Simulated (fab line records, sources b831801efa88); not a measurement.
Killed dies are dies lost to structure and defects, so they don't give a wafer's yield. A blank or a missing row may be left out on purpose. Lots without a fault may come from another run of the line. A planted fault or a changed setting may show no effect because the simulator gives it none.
fab line records | flow sfq_line
record lots=15 wafers=45 last_day=91
route steps=325 shown M2@99 I2@114 M3@125 I3@146
lots that met no fault: from a run of the same line without faults
start_h: hours from the record's first day to the start of the lot's first wafer shown | wait_h: hours since the lot's step before | " the same as in the row above | L1.1+2: a row that stands for several wafers | - no value, or no start given | * or withheld: withheld | < > ~ a bound
route shown NAME@n: a module of which the file shows steps, and the number in the route of the first | usual: mean/standard deviation of fault-free wafers | same: alike in all rows | chamber/n: place in a boat | sites: the reading at each site | _std_site: their standard deviation | _edge_site: outer sites' mean less inner sites' | radius_mm: how far each site lies from the wafer's centre | mask NAME#n: copy n | behind: the tool/chamber that last shaped the wafer | hold: why the lot was held/for how many hours/how that ended | device: the transistor (n, p or np) that didn't switch | end of line: the same wafers' tests at the end of the route | a step without rows: its recipe alone | killed: dies lost to structure and defects at the first sort, not the wafer's yield | map: a wafer's dies, x killed, . not, _ none there
set.NAME: the setting as run; set.NAME@STEP: as run at that earlier step | model.NAME: the simulator's own value behind a step, which no gauge read
steps of the route over a sample of lots; a table a step, a row a wafer
services: from which hour (start_h, from the record's first day; less than 0 if before it) a tool's chamber was out of use, for how many hours, and why
## steps
# step SFQ_TRILAYER_M2_BARC_OPEN_METAL_ETCH_077
# recipe mask_material=PR chemistry=O2 target_depth_nm=125 target=BARC icp_w=600 bias_w=80 pressure_mtorr=10 time_s=41.7
# usual bias_w=80.02/0.24 chamber_pressure_mTorr=10.000/0.0094 drypump_motor_current_A=6.0/0.41 oes_product_au=0.685/0.0044
# columns lot.wafer tool chamber start_h wait_h bias_w chamber_pressure_mTorr drypump_motor_current_A oes_product_au rf_hours_counter_h
L437.3 rie_metal-03 0 558.84 0.0 79.96 10.008 6.1 0.676 -
L437.4 " 1 " " 79.96 9.995 6.0 0.686 -
L437.6 " 1 " " 79.53 10.006 6.0 0.681 -
L438.2 rie_metal-01 1 565.10 0.0 80.10 9.996 5.9 0.684 115
L438.3 " 1 " " 80.19 10.007 5.9 0.690 -
L438.5 " 0 " " 80.55 9.990 6.5 0.685 -
L439.1 rie_metal-01 1 570.90 0.0 80.07 9.993 5.9 0.675 116
L439.3 " 1 " " 79.98 9.996 5.9 0.684 -
L439.4 " 0 " " 80.47 10.002 6.5 0.691 -
L440.2 rie_metal-01 1 573.59 0.0 80.39 9.989 5.9 0.681 117
L440.5 " 1 " " 80.42 10.003 5.9 0.675 -
L440.6 " 0 " " 80.25 10.008 6.5 0.680 -
L441.1 rie_metal-04 1 576.59 0.0 79.97 10.008 5.8 0.686 37
L441.2 " 0 " " 80.09 10.019 5.1 0.685 127
L441.4 " 0 " " 80.25 9.995 5.1 0.688 -
L442.1 rie_metal-04 1 578.99 0.0 79.70 9.993 5.8 0.686 37
L442.3 " 1 " " 79.95 10.016 5.8 0.689 -
L442.4 " 0 " " 80.14 9.987 5.1 0.679 -
L443.2 rie_metal-01 0 581.30 0.0 79.63 9.974 6.4 0.685 16
L443.4 " 0 " " 79.76 10.001 6.5 0.679 -
L443.5 " 0 " " 79.87 10.017 6.5 0.682 -
L450.2 rie_metal-03 1 874.24 0.0 80.06 10.016 6.0 0.687 85
L450.3 " 1 " " 79.64 10.000 6.0 0.692 -
L450.6 " 1 " " 80.26 9.999 6.0 0.686 -
L451.1 rie_metal-03 0 895.42 0.0 79.91 9.992 6.1 0.687 4
L451.3 " 0 " " 79.85 9.991 6.1 0.679 -
L451.4 " 1 " " 79.80 10.013 6.0 0.677 -
L452.3 rie_metal-01 1 913.39 0.0 79.79 9.994 5.9 0.683 -
L452.5 " 1 " " 79.87 9.985 5.9 0.691 -
L452.6 " 0 " " 80.15 9.995 6.4 0.680 -
L456.1 rie_metal-01 1 933.59 0.0 80.09 10.005 5.9 0.687 26
L456.4 " 1 " " 80.05 10.008 5.9 0.692 -
L456.5 " 1 " " 80.55 10.006 5.9 0.683 -
L457.1 rie_metal-03 0 940.77 0.0 80.01 9.995 6.1 0.686 11
L457.5 " 0 " " 80.00 9.986 6.1 0.684 -
L457.6 " 1 " " 79.94 9.991 6.0 0.682 -
L458.1 rie_metal-03 1 944.38 0.0 79.76 10.000 6.0 0.685 96
L458.2 " 0 " " 80.28 9.996 6.1 0.687 11
L458.6 " 0 " " 80.17 10.006 6.1 0.682 -
L459.1 rie_metal-03 0 953.00 0.0 80.17 10.021 6.1 0.691 12
L459.2 " 1 " " 79.90 9.997 6.0 0.692 97
L459.3 " 1 " " 80.10 9.997 6.0 0.682 -
L460.1 rie_metal-04 0 954.20 0.0 80.36 10.002 5.1 0.676 38
L460.3 " 1 " " 80.33 10.003 5.8 0.685 -
L460.5 " 0 " " 80.10 10.008 5.1 0.682 -
# step SFQ_TRILAYER_I2_VIA_BARC_OPEN_VIA_ETCH_096
# recipe mask_material=PR chemistry=O2 target_depth_nm=125 target=BARC source_w=500 bias_w=80 pressure_mtorr=30 time_s=41.7
# usual bias_w=79.98/0.24 chamber_pressure_mTorr=30.000/0.027 drypump_motor_current_A=5.7/0.36 oes_product_au=0.685/0.0044
# columns lot.wafer tool chamber start_h wait_h bias_w chamber_pressure_mTorr drypump_motor_current_A oes_product_au rf_hours_counter_h
L437.3 rie_diel-03 2 733.71 0.0 80.26 30.005 5.7 0.688 12
L437.4 " 3 " " 80.05 29.982 6.0 0.683 -
L437.6 " 0 " " 80.03 29.981 5.2 0.684 -
L438.2 rie_diel-03 3 738.51 0.0 79.68 30.016 6.0 0.685 12
L438.3 " 0 " " 80.32 30.013 5.2 0.678 21
L438.5 " 0 " " 80.51 30.026 5.2 0.687 -
L439.1 rie_diel-03 3 744.51 0.0 79.86 29.983 6.0 0.692 12
L439.3 " 0 " " 79.36 29.973 5.2 0.686 22
L439.4 " 2 " " 80.15 29.995 5.7 0.685 -
L440.2 rie_diel-03 2 750.51 0.0 79.80 29.996 5.7 0.688 12
L440.5 " 3 " " 80.06 30.016 6.0 0.683 -
L440.6 " 2 " " 79.59 30.034 5.7 0.683 -
L441.1 rie_diel-04 0 756.51 0.0 80.01 29.976 5.0 0.682 5
L441.2 " 1 " " 79.83 30.026 6.0 0.685 4
L441.4 " 2 " " 79.67 29.992 5.0 0.688 46
L442.1 rie_diel-03 3 757.71 0.0 80.03 29.959 6.0 0.682 13
L442.3 " 2 " " 80.17 29.987 5.7 0.679 12
L442.4 " 3 " " 79.90 29.996 6.0 0.685 -
L443.2 rie_diel-01 1 760.11 0.0 79.85 29.974 5.8 0.693 12
L443.4 " 2 " " 80.01 30.036 6.3 0.686 3
L443.5 " 2 " " 79.70 29.971 6.3 0.686 -
L450.2 rie_diel-01 3 894.22 0.0 - - - - -
L450.3 " 1 " " - - - - -
L450.6 " 1 " " - - - - -
L451.1 rie_diel-01 1 919.37 0.0 - - - - -
L451.3 " 0 " " - - - - -
L451.4 " 2 " " - - - - -
L452.3 rie_diel-01 1 942.24 0.0 - - - - -
L452.5 " 1 " " - - - - -
L452.6 " 0 " " - - - - -
L456.1 rie_diel-01 3 1090.52 0.0 79.96 29.947 5.9 0.679 18
L456.4 " 0 " " 80.14 29.984 5.4 0.684 17
L456.5 " 0 " " 80.12 29.985 5.4 0.694 -
L457.1 rie_diel-01 1 1096.52 0.0 79.69 30.019 5.8 0.686 18
L457.5 " 2 " " 80.07 30.013 6.3 0.693 -
L457.6 " 3 " " 79.98 30.061 5.9 0.684 -
L458.1 rie_diel-03 0 1100.12 0.0 79.91 30.000 5.1 0.679 2
L458.2 " 2 " " 79.86 29.985 5.8 0.687 18
L458.6 " 1 " " 79.97 29.996 5.9 0.686 -
L459.1 rie_diel-01 2 1107.45 0.0 80.21 29.997 6.2 0.683 8
L459.2 " 1 " " 80.05 30.000 5.7 0.694 18
L459.3 " 0 " " 79.94 29.993 5.4 0.684 18
L460.1 rie_diel-03 2 1111.05 0.0 79.85 29.994 5.8 0.687 18
L460.3 " 3 " " 80.22 30.003 6.0 0.684 17
L460.5 " 1 " " 80.70 29.991 5.8 0.684 -
# step SFQ_TRILAYER_I2_VIA_ETCH_VIA_ETCH_070
# recipe target=SiO2 stop_on=Nb mask_material=PR taper_deg=20 chemistry=CHF3 target_depth_nm=260 source_w=500 bias_w=80 pressure_mtorr=30 time_s=withheld
# usual bias_w=79.99/0.24 chamber_pressure_mTorr=30.004/0.027 drypump_motor_current_A=5.7/0.36 oes_product_au=0.855/0.0054
# columns lot.wafer tool chamber start_h wait_h bias_w chamber_pressure_mTorr drypump_motor_current_A oes_product_au
L437.3 rie_diel-03 2 733.75 0.0 80.07 29.988 5.7 0.858
L437.4 " 3 " " 79.94 30.002 6.0 0.855
L437.6 " 0 " " 79.72 29.990 5.2 0.863
L438.2 rie_diel-03 3 738.55 0.0 80.27 29.981 6.0 0.853
L438.3 " 0 " " 79.56 29.982 5.2 0.863
L438.5 " 0 " " 79.71 29.941 5.2 0.862
L439.1 rie_diel-03 3 744.55 0.0 80.11 29.957 6.0 0.847
L439.3 " 0 " " 80.16 30.019 5.2 0.846
L439.4 " 2 " " 80.18 30.037 5.8 0.858
L440.2 rie_diel-03 2 750.55 0.0 80.18 29.966 5.7 0.869
L440.5 " 3 " " 79.95 30.024 6.0 0.845
L440.6 " 2 " " 79.95 29.963 5.7 0.856
L441.1 rie_diel-04 0 756.55 0.0 79.46 30.012 5.0 0.861
L441.2 " 1 " " 80.35 29.998 6.0 0.861
L441.4 " 2 " " 80.41 30.022 5.0 0.857
L442.1 rie_diel-03 3 757.75 0.0 80.05 29.994 6.0 0.850
L442.3 " 2 " " 80.16 29.998 5.7 0.864
L442.4 " 3 " " 79.84 30.041 6.0 0.858
L443.2 rie_diel-01 1 760.15 0.0 80.17 30.011 5.8 0.856
L443.4 " 2 " " 79.85 30.002 6.3 0.854
L443.5 " 2 " " 80.02 29.973 6.3 0.848
L450.2 rie_diel-01 3 894.26 0.0 80.08 29.963 5.9 0.373
L450.3 " 1 " " 80.48 30.044 5.8 0.372
L450.6 " 1 " " 80.68 29.990 5.7 0.367
L451.1 rie_diel-01 1 919.41 0.0 79.89 30.039 5.8 0.369
L451.3 " 0 " " 80.23 30.010 5.4 0.384
L451.4 " 2 " " 79.96 29.961 6.2 0.376
L452.3 rie_diel-01 1 942.28 0.0 79.80 30.002 5.8 0.374
L452.5 " 1 " " 79.70 29.983 5.8 0.376
L452.6 " 0 " " 79.94 29.993 5.4 0.376
L456.1 rie_diel-01 3 1090.56 0.0 80.15 30.008 5.8 0.856
L456.4 " 0 " " 79.99 30.030 5.4 0.856
L456.5 " 0 " " 80.13 30.046 5.4 0.857
L457.1 rie_diel-01 1 1096.56 0.0 79.97 30.020 5.8 0.854
L457.5 " 2 " " 80.08 30.047 6.3 0.851
L457.6 " 3 " " 80.31 29.972 5.9 0.847
L458.1 rie_diel-03 0 1100.16 0.0 79.97 30.012 5.2 0.846
L458.2 " 2 " " 79.86 30.012 5.8 0.854
L458.6 " 1 " " 80.23 30.000 5.8 0.865
L459.1 rie_diel-01 2 1107.49 0.0 79.81 30.039 6.2 0.860
L459.2 " 1 " " 80.21 30.027 5.8 0.858
L459.3 " 0 " " 79.74 30.032 5.5 0.848
L460.1 rie_diel-03 2 1111.09 0.0 80.01 29.972 5.7 0.862
L460.3 " 3 " " 80.17 30.007 6.0 0.853
L460.5 " 1 " " 80.08 30.031 5.9 0.861
# step SFQ_TRILAYER_M3_LITHO_EXPOSE_076
# recipe mask_id=M3 na=0.6 source_shape=conventional sigma_outer=0.65 target_cd_nm=500 dose_mj=14.4
# usual exposure_dose_mJ_cm2=14.397/0.013 focus_offset_nm=0.0/0.53
# columns lot.wafer tool chamber start_h wait_h mask exposure_dose_mJ_cm2 focus_offset_nm
L437.3 krf_scanner-01 0 888.06 - M3#0 14.417 0.4
L437.4 " 0 " " M3#0 14.390 0.5
L437.6 " 0 " " M3#0 14.384 0.4
L438.2 krf_scanner-01 0 895.06 - M3#0 14.418 -0.1
L438.3 " 0 " " M3#0 14.413 0.1
L438.5 " 0 " " M3#0 14.393 0.1
L439.1 krf_scanner-01 0 900.86 - M3#0 14.397 0.9
L439.3 " 0 " " M3#0 14.386 0.8
L439.4 " 0 " " M3#0 14.415 0.5
L440.2 krf_scanner-01 0 908.26 - M3#0 14.384 -0.3
L440.5 " 0 " " M3#0 14.406 0.0
L440.6 " 0 " " M3#0 14.406 -0.2
L441.1 krf_scanner-01 0 911.66 - M3#0 14.412 0.0
L441.2 " 0 " " M3#0 14.393 -0.2
L441.4 " 0 " " M3#0 14.413 0.1
L442.1 krf_scanner-01 0 914.06 - M3#0 14.418 0.3
L442.3 " 0 " " M3#0 14.424 0.7
L442.4 " 0 " " M3#0 14.408 -0.1
L443.2 krf_scanner-01 0 916.66 - M3#0 14.381 0.9
L443.4 " 0 " " M3#0 14.380 -0.6
L443.5 " 0 " " M3#0 14.394 0.2
L450.2 krf_scanner-02 - 1028.80 - M3#0 - -
L450.3 " - " " M3#0 - -
L450.6 " - " " M3#0 - -
L451.1 krf_scanner-01 - 1051.31 - M3#0 - -
L451.3 " - " " M3#0 - -
L451.4 " - " " M3#0 - -
L452.3 krf_scanner-02 - 1053.10 - M3#0 - -
L452.5 " - " " M3#0 - -
L452.6 " - " " M3#0 - -
L456.1 krf_scanner-01 0 1092.50 - M3#0 14.417 -0.2
L456.4 " 0 " " M3#0 14.423 0.4
L456.5 " 0 " " M3#0 14.417 0.0
L457.1 krf_scanner-01 0 1098.52 - M3#0 14.405 0.5
L457.5 " 0 " " M3#0 14.397 0.6
L457.6 " 0 " " M3#0 14.395 -0.1
L458.1 krf_scanner-01 0 1232.13 - M3#0 14.417 -0.1
L458.2 " 0 " " M3#0 14.424 0.1
L458.6 " 0 " " M3#0 14.404 0.1
L459.1 krf_scanner-01 0 1238.13 - M3#0 14.387 0.0
L459.2 " 0 " " M3#0 14.387 -0.2
L459.3 " 0 " " M3#0 14.395 -0.3
L460.1 krf_scanner-01 0 1241.73 - M3#0 14.397 -0.1
L460.3 " 0 " " M3#0 14.390 0.1
L460.5 " 0 " " M3#0 14.381 1.2
# step SFQ_TRILAYER_M3_STRIP_STRIP_079
# recipe gas=O2 power_w=200 platen_temp_c=40 overash_fraction=0.65 chemistry=O2 pressure_mtorr=50
# usual drypump_motor_current_A=5.8/0.39 oes_product_au=1.000/0.0085
# columns lot.wafer tool chamber start_h wait_h drypump_motor_current_A oes_product_au rf_hours_counter_h
L437.3 rie_metal-04 1 889.58 0.2 5.8 0.999 -
L437.4 " 0 " " 5.1 0.996 -
L437.6 " 1 " " 5.8 0.998 -
L438.2 rie_metal-02 0 896.58 0.1 6.3 0.995 59
L438.3 " 1 " " 5.4 1.001 -
L438.5 " 1 " " 5.4 0.996 -
L439.1 rie_metal-04 0 902.58 0.1 5.1 1.008 30
L439.3 " 0 " " 5.1 1.008 -
L439.4 " 1 " " 5.9 0.993 -
L440.2 rie_metal-03 0 909.78 0.1 6.1 0.994 6
L440.5 " 0 " " 6.1 1.006 -
L440.6 " 1 " " 6.0 0.997 -
L441.1 rie_metal-03 1 913.38 0.1 6.0 1.004 91
L441.2 " 0 " " 6.1 1.010 6
L441.4 " 0 " " 6.1 1.015 -
L442.1 rie_metal-03 0 915.78 0.1 6.1 1.008 7
L442.3 " 0 " " 6.1 1.007 -
L442.4 " 1 " " 6.0 1.004 -
L443.2 rie_metal-04 1 918.18 0.1 5.8 1.003 88
L443.4 " 0 " " 5.1 1.005 -
L443.5 " 1 " " 5.8 1.005 -
L450.2 rie_metal-03 1 1030.32 0.1 6.0 0.993 108
L450.3 " 1 " " 6.0 1.000 -
L450.6 " 0 " " 6.1 1.015 -
L451.1 rie_metal-02 0 1053.03 0.1 6.3 0.987 83
L451.3 " 1 " " 5.4 0.995 -
L451.4 " 0 " " 6.3 0.984 -
L452.3 rie_metal-02 1 1054.62 0.2 5.4 1.004 -
L452.5 " 1 " " 5.4 1.002 -
L452.6 " 0 " " 6.3 0.987 -
L456.1 rie_metal-04 1 1094.22 0.1 5.9 0.997 117
L456.4 " 1 " " 5.9 1.018 -
L456.5 " 1 " " 5.8 0.993 -
L457.1 rie_metal-03 0 1100.24 0.1 6.1 1.001 38
L457.5 " 1 " " 6.0 1.007 -
L457.6 " 0 " " 6.1 1.009 -
L458.1 rie_metal-02 0 1233.85 0.1 6.3 0.998 107
L458.2 " 1 " " 5.4 1.007 111
L458.6 " 1 " " 5.4 0.999 -
L459.1 rie_metal-03 0 1239.85 0.1 6.1 1.013 61
L459.2 " 1 " " 6.0 0.988 4
L459.3 " 0 " " 6.1 1.003 -
L460.1 rie_metal-02 1 1243.45 0.1 5.5 0.986 112
L460.3 " 1 " " 5.5 0.997 -
L460.5 " 1 " " 5.5 0.989 -
# step SFQ_TRILAYER_I3_VIA_STRIP_STRIP_089
# recipe gas=O2 power_w=200 platen_temp_c=40 overash_fraction=0.65 chemistry=O2 pressure_mtorr=50
# usual drypump_motor_current_A=6.02/0.29 oes_product_au=0.998/0.0078
# columns lot.wafer tool chamber start_h wait_h drypump_motor_current_A oes_product_au rf_hours_counter_h
L437.3 rie_metal-01 1 1042.40 - 5.90 1.011 -
L437.4 " 0 " " 6.43 0.990 -
L437.6 " 1 " " 5.89 0.994 -
L438.2 rie_metal-02 0 1049.40 - 6.28 0.989 82
L438.3 " 1 " " 5.42 0.993 -
L438.5 " 1 " " 5.40 0.989 -
L439.1 rie_metal-01 0 1059.00 - 6.43 0.986 87
L439.3 " 0 " " 6.44 0.983 -
L439.4 " 1 " " 5.87 1.003 -
L440.2 rie_metal-01 1 1065.47 - 5.94 0.995 41
L440.5 " 1 " " 5.92 0.999 -
L440.6 " 0 " " 6.45 0.999 -
L441.1 rie_metal-02 1 1070.27 - 5.44 1.004 90
L441.2 " 0 " " 6.27 0.983 85
L441.4 " 0 " " 6.29 0.986 -
L442.1 rie_metal-01 0 1072.67 - 6.48 0.995 89
L442.3 " 1 " " 5.88 0.994 -
L442.4 " 0 " " 6.45 0.992 -
L443.2 rie_metal-03 1 1075.07 - 5.98 0.997 115
L443.4 " 1 " " 5.98 0.996 -
L443.5 " 0 " " 6.11 1.015 -
L450.2 rie_metal-03 1 1171.32 - 6.00 1.007 126
L450.3 " 0 " " 6.10 1.008 -
L450.6 " 0 " " 6.08 1.004 -
L451.1 rie_metal-01 0 1189.45 - 6.42 0.997 101
L451.3 " 1 " " 5.87 0.998 -
L451.4 " 0 " " 6.42 1.000 -
L452.3 rie_metal-03 0 1190.85 - 6.11 1.010 -
L452.5 " 0 " " 6.10 0.997 -
L452.6 " 1 " " 5.98 1.001 -
L456.1 rie_metal-03 1 1230.19 - 5.99 0.999 2
L456.4 " 0 " " 6.10 1.005 -
L456.5 " 1 " " 6.00 0.998 -
L457.1 rie_metal-02 1 1231.39 - 5.48 1.004 111
L457.5 " 0 " " 6.29 0.998 -
L457.6 " 1 " " 5.43 0.988 -
L458.1 rie_metal-03 1 1242.06 - 6.00 1.004 4
L458.2 " 0 " " 6.08 1.013 61
L458.6 " 1 " " 5.99 0.998 -
L459.1 rie_metal-03 1 1254.19 - 5.98 1.004 6
L459.2 " 0 " " 6.10 1.004 63
L459.3 " 0 " " 6.08 1.020 -
L460.1 rie_metal-02 1 1255.93 - 5.44 1.001 114
L460.3 " 1 " " 5.43 0.987 -
L460.5 " 1 " " 5.43 1.003 -
## services
# columns tool chamber start_h hours kind
krf_scanner-01 - 594.03 0.8 pm
krf_scanner-01 - 612.86 11.6 pm
krf_scanner-01 - 630.41 1.3 pm
krf_scanner-01 - 633.78 0.5 repair
rie_metal-03 0 679.18 2.1 repair
rie_diel-01 3 682.70 6.9 repair
krf_scanner-01 - 690.37 1.0 pm
rie_diel-01 2 690.43 1.3 repair
rie_diel-01 - 699.33 14.6 pm
rie_diel-03 2 704.23 4.7 repair
rie_diel-03 1 728.98 40.1 repair
rie_diel-03 3 729.75 2.8 repair
rie_metal-03 - 837.94 2.4 repair
rie_metal-03 - 852.75 1.3 repair
rie_diel-01 2 893.54 3.5 repair
rie_metal-03 0 905.28 3.3 repair
rie_diel-03 3 921.76 18.6 repair
rie_metal-03 - 932.83 0.8 repair
rie_metal-03 1 1005.37 17.1 repair
rie_diel-03 - 1038.51 14.6 pm
rie_diel-03 3 1148.17 6.1 repair
rie_diel-03 2 1166.11 5.1 repair
rie_metal-03 - 1182.65 0.5 repair
rie_diel-01 3 1244.99 4.2 repair
## key
first_sign step=SFQ_TRILAYER_I2_VIA_BARC_OPEN_VIA_ETCH_096 reading=tool_record direction=missing
effect step=SFQ_TRILAYER_I2_VIA_ETCH_VIA_ETCH_070 reading=oes_product_au direction=down sigmas=88 usual=0.855 struck=0.374
effect step=SFQ_TRILAYER_M3_LITHO_EXPOSE_076 reading=tool_record direction=missing
met_at SFQ_TRILAYER_I2_VIA_BARC_OPEN_VIA_ETCH_096
struck_lots L450,L451,L452
not_acting_at SFQ_TRILAYER_M2_BARC_OPEN_METAL_ETCH_077,SFQ_TRILAYER_M3_STRIP_STRIP_079,SFQ_TRILAYER_I3_VIA_STRIP_STRIP_089
onset_between 760.11 894.22
fault kind=skipped_step_whole tool=rie_diel-01 chamber=- onset_h=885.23 steps=SFQ_TRILAYER_I2_VIA_BARC_OPEN_VIA_ETCH_096 scope=struck_lots_only
